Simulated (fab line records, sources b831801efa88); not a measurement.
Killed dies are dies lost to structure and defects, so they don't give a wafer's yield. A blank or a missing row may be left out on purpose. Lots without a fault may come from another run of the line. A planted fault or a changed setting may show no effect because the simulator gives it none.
fab line records | flow gf180mcu
record lots=5 wafers=15 last_day=34
route steps=602 shown M3@423 V3@429 M4@456
lots that met no fault: from a run of the same line without faults
start_h: hours from the record's first day to the start of the lot's first wafer shown | wait_h: hours since the lot's step before | " the same as in the row above | L1.1+2: a row that stands for several wafers | - no value, or no start given | * or withheld: withheld | < > ~ a bound
route shown NAME@n: a module of which the file shows steps, and the number in the route of the first | usual: mean/standard deviation of fault-free wafers | same: alike in all rows | chamber/n: place in a boat | sites: the reading at each site | _std_site: their standard deviation | _edge_site: outer sites' mean less inner sites' | radius_mm: how far each site lies from the wafer's centre | mask NAME#n: copy n | behind: the tool/chamber that last shaped the wafer | hold: why the lot was held/for how many hours/how that ended | device: the transistor (n, p or np) that didn't switch | end of line: the same wafers' tests at the end of the route | a step without rows: its recipe alone | killed: dies lost to structure and defects at the first sort, not the wafer's yield | map: a wafer's dies, x killed, . not, _ none there
set.NAME: the setting as run; set.NAME@STEP: as run at that earlier step | model.NAME: the simulator's own value behind a step, which no gauge read
lots at some steps of the route; a table a step, a row a wafer
services: from which hour (start_h, from the record's first day; less than 0 if before it) a tool's chamber was out of use, for how many hours, and why
## steps
# step GF_M3_CD_MEAS_14
# recipe target_cd_nm=280
# usual cd_nm=279.8/1.2
# columns lot.wafer tool chamber start_h wait_h cd_nm
L082.1 cd_sem-02 - 560.69 0.1 278.7
L082.2 " - " " 278.2
L082.3 " - " " 279.3
L084.1 cd_sem-02 - 571.35 0.1 280.2
L084.3 " - " " 278.5
L084.6 " - " " 280.2
L089.1 cd_sem-02 - 613.30 0.1 281.3
L089.3 " - " " 281.7
L089.4 " - " " 281.5
L094.2 cd_sem-02 - 647.31 0.1 280.3
L094.3 " - " " 280.3
L094.5 " - " " 280.8
L097.2 cd_sem-02 - 667.36 0.1 281.4
L097.4 " - " " 279.8
L097.5 " - " " 281.0
# step GF_M3_OVL_MEAS_15
# usual M3_OVL=-1/5.2
# columns lot.wafer tool chamber start_h wait_h M3_OVL[nm]
L082.1 overlay-01 - 560.81 0.1 -7
L082.2 " - " " -4
L082.3 " - " " -5
L084.1 overlay-02 - 571.47 0.1 8
L084.3 " - " " 3
L084.6 " - " " 1
L089.1 overlay-02 - 613.42 0.1 -4
L089.3 " - " " -4
L089.4 " - " " -2
L094.2 overlay-02 - 647.41 0.1 3
L094.3 " - " " 5
L094.5 " - " " 7
L097.2 overlay-01 - 667.46 0.1 -6
L097.4 " - " " -6
L097.5 " - " " -2
# step GF_M3_METAL_ETCH_16
# recipe chemistry=Cl2/BCl3 mask_material=KrF target_depth_nm=627.5 stop_on=SiO2 pressure_mtorr=8 icp_w=800 bias_w=140 Cl2_flow_sccm=80 bcl3_flow_sccm=40 time_s=104.6
# usual drypump_motor_current_A=5.8/0.54 oes_product_au=0.971/0.0056 rf_fwd_power_W=795.1/2.8 throttle_valve_pct=28.251/0.011
# same time_s=104.6
# columns lot.wafer tool chamber start_h wait_h drypump_motor_current_A oes_product_au rf_fwd_power_W rf_hours_counter_h throttle_valve_pct
L082.1 rie_metal-01 1 560.84 0.0 5.9 0.967 791.7 10 28.248
L082.2 " 0 " " 5.9 0.972 793.3 10 28.283
L082.3 " 0 " " 5.9 0.976 790.5 - 28.254
L084.1 rie_metal-03 0 571.50 0.0 6.6 0.974 797.2 11 28.253
L084.3 " 1 " " 5.1 0.974 796.2 - 28.267
L084.6 " 0 " " 6.7 0.971 800.2 - 28.256
L089.1 rie_metal-01 0 613.45 0.0 5.9 0.978 793.6 11 28.246
L089.3 " 0 " " 5.8 0.984 797.3 - 28.213
L089.4 " 1 " " 5.9 0.971 794.8 - 28.258
L094.2 rie_metal-03 1 647.44 0.0 5.1 0.972 795.1 9 28.264
L094.3 " 1 " " 5.1 0.970 798.4 - 28.243
L094.5 " 1 " " 5.1 0.972 795.2 - 28.260
L097.2 rie_metal-03 1 667.53 0.1 5.1 0.966 795.0 - 28.253
L097.4 " 1 " " 5.1 0.972 797.9 - 28.262
L097.5 " 1 " " 5.1 0.969 798.2 - 28.261
# step GF_M3_STRIP_17
# recipe chemistry=O2/N2 power_w=1400 pressure_mtorr=1500 platen_temp_c=250 o2_flow_sccm=3000 n2_flow_sccm=300 overash_fraction=0.5
# usual drypump_motor_current_A=5.6/0.53 heater_power_w=355/17 oes_product_au=0.558/0.005 platen_temp_c=249.99/0.19 strip_time_to_endpoint_s=7.86/0.032
# columns lot.wafer tool chamber start_h wait_h drypump_motor_current_A heater_power_w oes_product_au platen_temp_c rf_hours_counter_h strip_time_to_endpoint_s
L082.1 plasma_asher-02 1 560.96 0.1 5.7 337 0.565 249.93 51 7.90
L082.2 " 0 " " 6.6 369 0.557 249.90 51 7.88
L082.3 " 1 " " 5.7 340 0.552 250.13 - 7.89
L084.1 plasma_asher-04 0 571.61 0.1 4.9 328 0.555 250.34 78 7.86
L084.3 " 0 " " 4.9 336 0.565 250.03 - 7.86
L084.6 " 0 " " 4.9 342 0.557 250.31 - 7.84
L089.1 plasma_asher-02 1 613.56 0.1 5.7 326 0.558 249.96 57 7.87
L089.3 " 0 " " 6.6 360 0.555 249.96 - 7.82
L089.4 " 1 " " 5.7 338 0.554 250.23 - 7.85
L094.2 plasma_asher-04 0 647.56 0.1 4.9 332 0.552 250.24 87 7.84
L094.3 " 0 " " 4.9 343 0.564 250.13 - 7.87
L094.5 " 1 " " 5.1 373 0.564 250.05 - 7.85
L097.2 plasma_asher-03 0 667.72 0.1 5.4 352 0.550 249.95 101 7.83
L097.4 " 1 " " 6.1 362 0.556 249.55 - 7.85
L097.5 " 0 " " 5.4 340 0.555 250.10 - 7.86
# step GF_M3_STRIP_18
# recipe chemistry=post_etch_residue_remover time_s=1200 temp_c=72.5
# same time_s=1200
# columns lot.wafer tool chamber start_h wait_h
L082.1+2+3 wet_bench-04 3 561.06 0.1
L084.1+3+6 wet_bench-02 1 571.71 0.1
L089.1+3+4 wet_bench-01 3 613.66 0.1
L094.2+3+5 wet_bench-01 2 647.66 0.1
L097.2+4+5 wet_bench-01 3 667.82 0.1
# step GF_M3_CLEAN_19
# recipe chemistry=DIW dry=n2_spin
# columns lot.wafer tool chamber start_h wait_h
L082.1+2+3 wet_bench-01 3 561.40 0.0
L084.1+3+6 wet_bench-04 1 572.06 0.0
L089.1+3+4 wet_bench-02 1 614.01 0.0
L094.2+3+5 wet_bench-02 0 648.34 0.0
L097.2+4+5 wet_bench-02 1 668.16 0.0
# step GF_V3_CVD_00
# recipe material=SiO2 target_thk_nm=600 sigma_open_frac=0.3 temp_c=400 time_s=100 sih4_flow_sccm=60 pressure_mtorr=6
# usual pressure_mtorr=6.001/0.012 sih4_flow_sccm=59.98/0.18
# same time_s=100
# columns lot.wafer tool chamber start_h wait_h pressure_mtorr sih4_flow_sccm
L082.1 hdpcvd-02 1 561.58 0.0 5.983 60.06
L082.2 " 2 " " 6.003 60.13
L082.3 " 1 " " 5.986 60.14
L084.1 hdpcvd-02 1 572.15 0.0 6.010 59.90
L084.3 " 0 " " 5.991 59.91
L084.6 " 0 " " 6.011 59.95
L089.1 hdpcvd-02 1 614.11 0.0 5.999 60.06
L089.3 " 2 " " 5.995 60.05
L089.4 " 0 " " 5.997 59.82
L094.2 hdpcvd-02 0 648.43 0.0 6.013 59.91
L094.3 " 2 " " 5.980 60.04
L094.5 " 1 " " 5.993 59.95
L097.2 hdpcvd-01 2 668.25 0.0 5.990 60.04
L097.4 " 0 " " 6.007 60.28
L097.5 " 1 " " 6.015 59.98
# step GF_V3_THK_MEAS_01
# recipe reads=SiO2_of_V3_CVD_00
# usual V3_CVD_00_THK=598/5.2
# columns lot.wafer tool chamber start_h wait_h V3_CVD_00_THK[nm]
L082.1 film_metro-04 - 561.69 0.1 603
L082.2 " - " " 603
L082.3 " - " " 606
L084.1 film_metro-04 - 572.22 0.0 600
L084.3 " - " " 591
L084.6 " - " " 599
L089.1 film_metro-04 - 614.18 0.0 600
L089.3 " - " " 600
L089.4 " - " " 600
L094.2 film_metro-01 - 648.51 0.0 588
L094.3 " - " " 587
L094.5 " - " " 593
L097.2 film_metro-03 - 668.33 0.0 602
L097.4 " - " " 605
L097.5 " - " " 605
# step GF_V3_CVD_02
# recipe material=SiO2 target_thk_nm=850 precursor=TEOS temp_c=400 time_s=94.851 rf_w=600
# usual heater_power_outer_w=369/80 heater_power_w=634/110 rf_fwd_power_W=596.4/1.9
# same time_s=94.851
# columns lot.wafer tool chamber start_h wait_h heater_power_outer_w heater_power_w rf_fwd_power_W
L082.1 pecvd-03 2 561.75 0.1 308 593 593.1
L082.2 " 1 " " 418 668 598.8
L082.3 " 0 " " 305 528 596.8
L084.1 pecvd-03 0 572.28 0.1 289 507 595.7
L084.3 " 2 " " 269 549 593.7
L084.6 " 1 " " 453 727 595.6
L089.1 pecvd-02 1 614.24 0.1 336 561 595.0
L089.3 " 2 " " 401 716 596.9
L089.4 " 2 " " 417 763 596.5
L094.2 pecvd-01 1 648.56 0.0 499 828 597.4
L094.3 " 0 " " 420 698 591.5
L094.5 " 0 " " 331 567 593.0
L097.2 pecvd-02 2 668.38 0.0 367 684 596.4
L097.4 " 2 " " 409 719 596.9
L097.5 " 2 " " 437 769 594.1
# step GF_V3_THK_MEAS_03
# recipe reads=SiO2_of_V3_CVD_02
# usual V3_CVD_02_THK=849/11
# columns lot.wafer tool chamber start_h wait_h V3_CVD_02_THK[nm]
L082.1 film_metro-04 - 561.82 0.0 833
L082.2 " - " " 824
L082.3 " - " " 828
L084.1 film_metro-01 - 572.35 0.0 836
L084.3 " - " " 837
L084.6 " - " " 854
L089.1 film_metro-03 - 614.31 0.0 840
L089.3 " - " " 847
L089.4 " - " " 857
L094.2 film_metro-04 - 648.64 0.0 851
L094.3 " - " " 849
L094.5 " - " " 869
L097.2 film_metro-01 - 668.50 0.1 830
L097.4 " - " " 856
L097.5 " - " " 848
# step GF_V3_CMP_04
# recipe material=SiO2 down_force_psi=4 platen_rpm=60 pad_velocity_m_s=0.94248
# usual motor_current_A=11.7/0.99 slurry_flow_ml_min=149.9/0.48 time_to_endpoint_s=81/4.7
# columns lot.wafer tool chamber start_h wait_h motor_current_A slurry_flow_ml_min time_to_endpoint_s
L082.2 cmp-02 0 561.88 0.0 11.3 150.1 74
L082.1 " 2 " " 13.5 149.5 78
L082.3 " 3 " " 11.9 149.2 72
L084.3 cmp-01 2 572.46 0.1 11.8 149.9 75
L084.1 " 3 " " 10.2 150.0 75
L084.6 " 2 " " 12.3 149.5 83
L089.1 cmp-02 3 614.42 0.1 11.6 150.5 78
L089.4 " 0 " " 10.9 149.9 85
L089.3 " 1 " " 11.5 149.8 78
L094.3 cmp-02 3 648.74 0.1 11.8 149.4 83
L094.2 " 1 " " 11.4 150.1 79
L094.5 " 2 " " 12.8 149.9 89
L097.4 cmp-02 3 668.60 0.1 11.0 149.9 85
L097.2 " 0 " " 10.8 149.4 78
L097.5 " 3 " " 11.6 150.2 84
# step GF_V3_BOW_MEAS_05
# recipe mode=bow
# usual V3_BOW=117/9.9
# columns lot.wafer tool chamber start_h wait_h V3_BOW[um]
L082.1 film_metro-01 - 562.18 0.1 93
L082.2 " - " " 100
L082.3 " - " " 102
L084.1 film_metro-01 - 572.71 0.1 112
L084.3 " - " " 105
L084.6 " - " " 108
L089.1 film_metro-04 - 614.67 0.2 125
L089.3 " - " " 112
L089.4 " - " " 119
L094.2 film_metro-01 - 649.01 0.1 126
L094.3 " - " " 123
L094.5 " - " " 116
L097.2 film_metro-01 - 668.87 0.2 122
L097.4 " - " " 121
L097.5 " - " " 131
# step GF_V3_DEHYDRATE_06
# recipe temp_c=200 time_s=60
# same time_s=60
# columns lot.wafer tool chamber start_h wait_h
L082.1+2+3 litho_track-04 0 572.63 10.4
L084.1+3+6 litho_track-04 0 583.28 10.5
L089.1+3+4 litho_track-04 0 624.38 9.7
L094.2+3+5 litho_track-01 0 657.91 8.9
L097.2+4+5 litho_track-03 0 677.51 8.6
# step GF_V3_HMDS_07
# recipe prime_time_s=60 prime_temp_c=120
# columns lot.wafer tool chamber start_h wait_h
L082.1+2+3 litho_track-04 0 572.78 0.1
L084.1+3+6 litho_track-04 0 583.43 0.1
L089.1+3+4 litho_track-04 0 624.53 0.1
L094.2+3+5 litho_track-01 0 658.06 0.1
L097.2+4+5 litho_track-03 0 677.66 0.1
# step GF_V3_COAT_08
# recipe resist=BARC temp_c=withheld time_s=withheld spin_rpm=withheld resist_thk_nm=withheld
# columns lot.wafer tool chamber start_h wait_h
L082.1+2+3 litho_track-04 0 572.93 0.1
L084.1+3+6 litho_track-04 0 583.58 0.1
L089.1+3+4 litho_track-04 0 624.68 0.1
L094.2+3+5 litho_track-01 0 658.21 0.1
L097.2+4+5 litho_track-03 0 677.81 0.1
# step GF_V3_COAT_09
# recipe resist=KrF spin_rpm=withheld resist_thk_nm=1000
# columns lot.wafer tool chamber start_h wait_h
L082.1+2+3 litho_track-04 0 - -
L084.1+3+6 litho_track-04 0 - -
L089.1+3+4 litho_track-04 0 - -
L094.2+3+5 litho_track-01 0 - -
L097.2+4+5 litho_track-03 0 - -
# step GF_V3_SOFTBAKE_10
# recipe temp_c=130 time_s=60 resist=KrF
# same time_s=60
# columns lot.wafer tool chamber start_h wait_h
L082.1+2+3 litho_track-04 0 - -
L084.1+3+6 litho_track-04 0 - -
L089.1+3+4 litho_track-04 0 - -
L094.2+3+5 litho_track-01 0 - -
L097.2+4+5 litho_track-03 0 - -
# step GF_V3_EXPOSE_11
# recipe mask_id=Via3 target_cd_nm=260 na=0.68 source_shape=conventional sigma_outer=0.6 dose_mj=38
# columns lot.wafer tool chamber start_h wait_h mask
L082.1+2+3 krf_scanner-01 0 - - Via3#0
L084.1+3+6 krf_scanner-02 0 - - Via3#0
L089.1+3+4 krf_scanner-02 0 - - Via3#0
L094.2+3+5 krf_scanner-02 0 - - Via3#0
L097.2+4+5 krf_scanner-01 0 - - Via3#0
# step GF_V3_PEB_12
# recipe peb_temp_c=135 peb_time_s=90 resist=KrF
# columns lot.wafer tool chamber start_h wait_h
L082.1+2+3 litho_track-03 0 - -
L084.1+3+6 litho_track-01 0 - -
L089.1+3+4 litho_track-04 0 - -
L094.2+3+5 litho_track-03 0 - -
L097.2+4+5 litho_track-03 0 - -
# step GF_V3_DEVELOP_13
# recipe develop_time_s=60 resist=KrF dev_temp_c=21
# columns lot.wafer tool chamber start_h wait_h
L082.1+2+3 litho_track-03 0 583.84 0.2
L084.1+3+6 litho_track-01 0 594.29 0.2
L089.1+3+4 litho_track-04 0 635.08 0.2
L094.2+3+5 litho_track-03 0 668.26 0.2
L097.2+4+5 litho_track-03 0 687.46 0.2
# step GF_V3_CD_MEAS_14
# recipe target_cd_nm=260
# usual cd_nm=260.2/1.2
# columns lot.wafer tool chamber start_h wait_h cd_nm
L082.1 cd_sem-01 - 583.99 0.1 259.5
L082.2 " - " " 260.1
L082.3 " - " " 259.0
L084.1 cd_sem-02 - 594.44 0.1 258.3
L084.3 " - " " 259.7
L084.6 " - " " 258.7
L089.1 cd_sem-02 - 635.23 0.1 259.4
L089.3 " - " " 260.2
L089.4 " - " " 258.8
L094.2 cd_sem-01 - 668.41 0.1 260.7
L094.3 " - " " 259.9
L094.5 " - " " 259.7
L097.2 cd_sem-02 - 687.61 0.1 261.9
L097.4 " - " " 261.3
L097.5 " - " " 260.9
# step GF_V3_OVL_MEAS_15
# usual V3_OVL=-2/5.8
# columns lot.wafer tool chamber start_h wait_h V3_OVL[nm]
L082.1 overlay-02 - 584.11 0.1 -1
L082.2 " - " " -8
L082.3 " - " " 5
L084.1 overlay-02 - 594.56 0.1 -4
L084.3 " - " " 1
L084.6 " - " " -4
L089.1 overlay-01 - 635.35 0.1 -16
L089.3 " - " " -15
L089.4 " - " " -8
L094.2 overlay-02 - 668.51 0.1 -1
L094.3 " - " " -4
L094.5 " - " " -4
L097.2 overlay-01 - 687.71 0.1 2
L097.4 " - " " -4
L097.5 " - " " -1
# step GF_V3_ETCH_16
# recipe chemistry=N2/H2 target_depth_a=withheld overetch_a=withheld time_s=withheld target=BARC ion_energy_ev=200 source_w=500 bias_w=100 pressure_mtorr=30 n2_flow_sccm=100 h2_flow_sccm=200
# usual drypump_motor_current_A=5.6/0.52 h2_flow_sccm=200.0/0.56 oes_product_au=0.855/0.005 rf_fwd_power_W=494.5/2.2 throttle_valve_pct=13.225/0.0085
# columns lot.wafer tool chamber start_h wait_h drypump_motor_current_A h2_flow_sccm oes_product_au rf_fwd_power_W throttle_valve_pct
L082.1 rie_diel-04 0 584.14 0.0 4.9 200.1 0.851 492.3 13.231
L082.2 " 1 " " 5.6 199.9 0.857 495.0 13.221
L082.3 " 3 " " 5.8 201.1 0.859 493.7 13.207
L084.1 rie_diel-03 0 594.59 0.0 5.5 200.1 0.851 495.4 13.230
L084.3 " 2 " " 4.8 200.0 0.857 497.1 13.228
L084.6 " 2 " " 4.8 200.0 0.855 496.9 13.245
L089.1 rie_diel-04 2 635.38 0.0 5.2 200.0 0.852 495.8 13.220
L089.3 " 3 " " 5.8 200.2 0.848 494.2 13.229
L089.4 " 1 " " 5.6 200.7 0.853 496.2 13.217
L094.2 rie_diel-01 2 668.54 0.0 6.8 199.6 0.856 494.5 13.231
L094.3 " 0 " " 6.0 199.8 0.848 497.8 13.221
L094.5 " 3 " " 5.5 200.5 0.851 494.4 13.231
L097.2 rie_diel-04 3 687.74 0.0 5.8 199.0 0.849 491.0 13.235
L097.4 " 0 " " 4.9 200.2 0.857 492.3 13.234
L097.5 " 2 " " 5.2 199.5 0.860 492.9 13.225
# step GF_V3_ETCH_17
# recipe chemistry=C4F8/O2/Ar mask_material=KrF target=SiO2 stop_on=TiN source_w=1500 bias_w=1200 pressure_mtorr=40 c4f8_flow_sccm=withheld O2_flow_sccm=6 Ar_flow_sccm=300 time_s=withheld target_depth_a=6350
# usual oes_product_au=0.856/0.0049 rf_fwd_power_W=1492/4.9
# columns lot.wafer tool chamber start_h wait_h oes_product_au rf_fwd_power_W
L082.1 rie_diel-04 0 - - 0.851 1493
L082.2 " 1 " " 0.864 1495
L082.3 " 3 " " 0.855 1487
L084.1 rie_diel-03 0 - - 0.851 1499
L084.3 " 2 " " 0.856 1494
L084.6 " 2 " " 0.851 1491
L089.1 rie_diel-04 2 - - 0.860 1492
L089.3 " 3 " " 0.862 1491
L089.4 " 1 " " 0.858 1494
L094.2 rie_diel-01 2 - - 0.852 1498
L094.3 " 0 " " 0.850 1485
L094.5 " 3 " " 0.856 1490
L097.2 rie_diel-04 3 - - 0.858 1485
L097.4 " 0 " " 0.856 1490
L097.5 " 2 " " 0.861 1485
# step GF_V3_STRIP_18
# recipe chemistry=O2/N2 power_w=1400 pressure_mtorr=1500 platen_temp_c=250 o2_flow_sccm=3000 n2_flow_sccm=300 overash_fraction=0.5
# usual drypump_motor_current_A=5.6/0.49 heater_power_w=353/38 oes_product_au=0.592/0.0043 platen_temp_c=250.01/0.18
# columns lot.wafer tool chamber start_h wait_h drypump_motor_current_A heater_power_w oes_product_au platen_temp_c rf_hours_counter_h
L082.1 plasma_asher-03 0 584.27 - 5.5 341 0.586 250.18 92
L082.2 " 1 " " 6.1 374 0.590 250.04 92
L082.3 " 1 " " 6.1 376 0.579 249.95 -
L084.1 plasma_asher-02 1 594.72 - 5.7 338 0.594 250.12 54
L084.3 " 1 " " 5.7 338 0.585 250.26 -
L084.6 " 0 " " 6.6 363 0.590 249.88 -
L089.1 plasma_asher-03 0 635.52 - 5.5 335 0.593 250.10 98
L089.3 " 1 " " 6.1 364 0.595 249.88 -
L089.4 " 0 " " 5.4 351 0.594 250.17 -
L094.2 plasma_asher-01 1 668.67 - 5.4 414 0.593 249.53 25
L094.3 " 0 " " 5.1 297 0.595 250.08 -
L094.5 " 0 " " 5.1 301 0.591 250.10 -
L097.2 plasma_asher-02 1 687.87 - 5.7 328 0.585 249.95 62
L097.4 " 0 " " 6.6 362 0.598 249.80 -
L097.5 " 1 " " 5.7 332 0.593 250.00 -
# step GF_V3_STRIP_19
# recipe chemistry=post_etch_residue_remover time_s=1200 temp_c=72.5
# same time_s=1200
# columns lot.wafer tool chamber start_h wait_h
L082.1+2+3 wet_bench-04 2 584.37 0.1
L084.1+3+6 wet_bench-02 0 594.82 0.1
L089.1+3+4 wet_bench-03 2 635.62 0.1
L094.2+3+5 wet_bench-04 2 668.77 0.1
L097.2+4+5 wet_bench-04 1 687.97 0.1
# step GF_V3_CLEAN_20
# recipe chemistry=DIW dry=n2_spin
# columns lot.wafer tool chamber start_h wait_h
L082.1+2+3 wet_bench-03 3 584.71 0.0
L084.1+3+6 wet_bench-03 1 595.20 0.0
L089.1+3+4 wet_bench-02 0 636.01 0.0
L094.2+3+5 wet_bench-03 3 669.11 0.0
L097.2+4+5 wet_bench-03 1 688.38 0.0
# step GF_V3_SPUTTER_21
# recipe material=Ti target_thk_nm=15 chamber_pressure_pa=5 power_w=2500 substrate_temp_c=200 time_s=80.02
# usual chamber_pressure_pa=5.001/0.0096 throttle_valve_pct=30.2/0.87
# same time_s=80.02
# columns lot.wafer tool chamber start_h wait_h chamber_pressure_pa throttle_valve_pct
L082.1 pvd_sputter-01 - 584.81 0.0 4.999 29.8
L082.2 " - " " 5.024 29.9
L082.3 " - " " 4.995 30.1
L084.1 pvd_sputter-02 - 595.30 0.0 5.009 30.7
L084.3 " - " " 5.006 30.3
L084.6 " - " " 4.997 30.8
L089.1 pvd_sputter-01 - 636.10 0.0 4.993 29.8
L089.3 " - " " 5.004 30.3
L089.4 " - " " 4.995 30.3
L094.2 pvd_sputter-02 - 669.21 0.0 4.988 29.9
L094.3 " - " " 4.997 30.6
L094.5 " - " " 4.994 30.5
L097.2 pvd_sputter-02 - 688.47 0.0 5.006 29.5
L097.4 " - " " 4.998 31.1
L097.5 " - " " 5.018 29.9
# step GF_V3_SPUTTER_22
# recipe material=TiN target_thk_nm=10 chamber_pressure_pa=5 power_w=4000 time_s=40
# usual chamber_pressure_pa=4.998/0.011 throttle_valve_pct=30.2/0.85
# same time_s=40
# columns lot.wafer tool chamber start_h wait_h chamber_pressure_pa throttle_valve_pct
L082.1 pvd_sputter-01 - 584.87 0.0 4.995 30.1
L082.2 " - " " 5.011 30.0
L082.3 " - " " 4.992 30.4
L084.1 pvd_sputter-02 - 595.36 0.0 4.995 30.5
L084.3 " - " " 4.993 30.5
L084.6 " - " " 4.990 30.9
L089.1 pvd_sputter-01 - 636.16 0.0 5.005 29.9
L089.3 " - " " 5.019 30.4
L089.4 " - " " 5.008 30.5
L094.2 pvd_sputter-02 - 669.27 0.0 4.982 29.8
L094.3 " - " " 5.004 30.3
L094.5 " - " " 5.003 30.5
L097.2 pvd_sputter-02 - 688.53 0.0 5.024 29.7
L097.4 " - " " 4.988 31.0
L097.5 " - " " 5.009 29.8
# step GF_V3_CVD_23
# recipe material=W target_thk_nm=350 time_s=104.9 temp_c=400 pressure_torr=40
# usual heater_power_outer_w=465/39 heater_power_w=771/59
# same time_s=104.9
# columns lot.wafer tool chamber start_h wait_h heater_power_outer_w heater_power_w
L082.1 cvd_w-01 1 584.91 0.0 424 733
L082.2 " 0 " " 406 697
L082.3 " 0 " " 411 684
L084.1 cvd_w-01 0 595.40 0.0 408 678
L084.3 " 0 " " 421 673
L084.6 " 0 " " 414 670
L089.1 cvd_w-02 1 636.20 0.0 470 793
L089.3 " 1 " " 463 771
L089.4 " 0 " " 530 848
L094.2 cvd_w-02 0 669.31 0.0 500 840
L094.3 " 0 " " 520 846
L094.5 " 0 " " 501 862
L097.2 cvd_w-01 0 688.57 0.0 413 697
L097.4 " 0 " " 417 689
L097.5 " 1 " " 427 731
# step GF_V3_RS_MEAS_24
# recipe thk_meas_gauge=four-point-probe reads=W_of_V3_CVD_23+TiN_of_V3_SPUTTER_22+Ti_of_V3_SPUTTER_21
# usual V3_W_RS=0.3262/0.0025
# columns lot.wafer tool chamber start_h wait_h V3_W_RS[ohm/sq]
L082.1 film_metro-04 - 585.02 0.1 0.3256
L082.2 " - " " 0.3237
L082.3 " - " " 0.3249
L084.1 film_metro-01 - 595.51 0.1 0.3261
L084.3 " - " " 0.3292
L084.6 " - " " 0.3256
L089.1 film_metro-01 - 636.31 0.1 0.3283
L089.3 " - " " 0.3288
L089.4 " - " " 0.3276
L094.2 film_metro-03 - 669.48 0.1 0.3275
L094.3 " - " " 0.3298
L094.5 " - " " 0.3289
L097.2 film_metro-03 - 688.70 0.1 0.3241
L097.4 " - " " 0.3264
L097.5 " - " " 0.3247
# step GF_V3_THK_MEAS_25
# recipe thk_meas_gauge=xrf reads=W_of_V3_CVD_23
# usual V3_W_THK=365/3.9
# columns lot.wafer tool chamber start_h wait_h V3_W_THK[nm]
L082.1 film_metro-04 - 585.14 0.1 366
L082.2 " - " " 367
L082.3 " - " " 366
L084.1 film_metro-01 - 595.63 0.1 368
L084.3 " - " " 364
L084.6 " - " " 368
L089.1 film_metro-01 - 636.43 0.1 364
L089.3 " - " " 365
L089.4 " - " " 364
L094.2 film_metro-03 - 669.59 0.1 364
L094.3 " - " " 364
L094.5 " - " " 364
L097.2 film_metro-03 - 688.81 0.1 368
L097.4 " - " " 365
L097.5 " - " " 366
# step GF_V3_CMP_26
# recipe stop_on=SiO2 down_force_psi=3.5 platen_rpm=60 t_overpolish_s=15 target_thk_nm=0 pad_velocity_m_s=0.94248
# usual motor_current_A=10.7/0.91 overpolish_run_s=14.999/0.0094 slurry_flow_ml_min=150.1/0.52 time_to_endpoint_s=86/3.7
# columns lot.wafer tool chamber start_h wait_h motor_current_A overpolish_run_s slurry_flow_ml_min time_to_endpoint_s
L082.3 cmp-01 0 585.20 0.0 9.8 15.008 150.8 85
L082.1 " 1 " " 11.0 15.011 149.7 80
L082.2 " 3 " " 9.6 15.010 150.0 83
L084.3 cmp-02 0 595.79 0.1 9.5 14.990 150.2 90
L084.1 " 1 " " 10.7 14.995 149.8 86
L084.6 " 2 " " 12.0 15.003 151.3 87
L089.3 cmp-01 3 636.49 0.0 9.3 15.009 149.5 78
L089.4 " 0 " " 9.0 15.011 150.2 84
L089.1 " 2 " " 11.7 14.998 149.9 80
L094.2 cmp-02 1 669.80 0.2 10.7 15.001 150.9 91
L094.3 " 3 " " 11.0 15.005 151.2 88
L094.5 " 1 " " 10.4 14.989 150.4 88
L097.4 cmp-02 2 688.86 0.0 12.2 15.003 149.9 88
L097.2 " 0 " " 10.1 15.019 150.3 88
L097.5 " 3 " " 10.7 14.998 150.1 89
# step GF_M4_SPUTTER_00
# recipe material=Ti target_thk_nm=37.5 arriving_ion_energy_ev=80 substrate_temp_c=200 chamber_pressure_pa=2 power_w=4000 time_s=150
# usual chamber_pressure_pa=2.000/0.004 throttle_valve_pct=30.2/1.1
# same time_s=150
# columns lot.wafer tool chamber start_h wait_h chamber_pressure_pa throttle_valve_pct
L082.1 pvd_sputter-02 - 585.50 0.2 2.003 30.3
L082.2 " - " " 2.005 30.6
L082.3 " - " " 2.003 29.9
L084.1 pvd_sputter-04 - 595.99 0.1 2.001 27.6
L084.3 " - " " 2.005 31.1
L084.6 " - " " 1.996 30.2
L089.1 pvd_sputter-03 - 636.79 0.1 2.002 30.6
L089.3 " - " " 2.001 30.0
L089.4 " - " " 2.001 30.6
L094.2 pvd_sputter-04 - 670.05 0.2 1.999 30.5
L094.3 " - " " 2.003 30.7
L094.5 " - " " 2.001 31.2
L097.2 pvd_sputter-03 - 689.16 0.1 1.994 28.6
L097.4 " - " " 2.002 30.4
L097.5 " - " " 2.000 28.6
# step GF_M4_SPUTTER_01
# recipe material=TiN target_thk_nm=30 power_w=6500 time_s=25 chamber_pressure_pa=0.4
# usual chamber_pressure_pa=0.4001/0.00072 throttle_valve_pct=30.2/1
# same time_s=25
# columns lot.wafer tool chamber start_h wait_h chamber_pressure_pa throttle_valve_pct
L082.1 pvd_sputter-02 - 585.60 0.1 0.3983 30.3
L082.2 " - " " 0.3998 30.6
L082.3 " - " " 0.4005 30.0
L084.1 pvd_sputter-04 - 596.09 0.1 0.4012 27.8
L084.3 " - " " 0.3991 31.1
L084.6 " - " " 0.3995 30.6
L089.1 pvd_sputter-03 - 636.89 0.1 0.3994 30.5
L089.3 " - " " 0.3995 30.3
L089.4 " - " " 0.4003 30.6
L094.2 pvd_sputter-04 - 670.15 0.1 0.3995 30.6
L094.3 " - " " 0.4001 30.8
L094.5 " - " " 0.3994 31.0
L097.2 pvd_sputter-03 - 689.26 0.1 0.4011 28.8
L097.4 " - " " 0.4005 30.3
L097.5 " - " " 0.4005 28.6
## services
# columns tool chamber start_h hours kind
hdpcvd-02 - 539.32 15.0 pm
cmp-01 - 541.53 2.5 repair
rie_diel-04 2 554.76 20.7 repair
hdpcvd-02 0 556.46 10.3 repair
cmp-01 - 574.18 4.0 pm
krf_scanner-02 - 585.19 1.3 pm
hdpcvd-02 - 589.42 2.8 pm
krf_scanner-02 - 595.47 0.8 repair
pvd_sputter-02 - 615.35 30.1 repair
plasma_asher-02 - 617.51 28.1 pm
plasma_asher-03 - 617.92 4.5 repair
rie_diel-04 - 639.22 0.8 repair
cmp-02 - 641.50 6.8 pm
cvd_w-01 1 644.19 13.7 repair
wet_bench-04 - 647.00 1.8 repair
cmp-01 - 656.34 1.5 repair
cmp-01 - 661.97 0.4 repair
hdpcvd-02 0 669.44 6.2 repair
rie_metal-03 - 671.08 1.4 pm
pvd_sputter-03 - 671.26 3.5 repair
cvd_w-01 0 674.70 9.5 repair
krf_scanner-02 - 679.75 0.8 pm
plasma_asher-03 - 682.79 2.2 repair
rie_diel-04 3 688.60 4.7 repair
## key
fault none
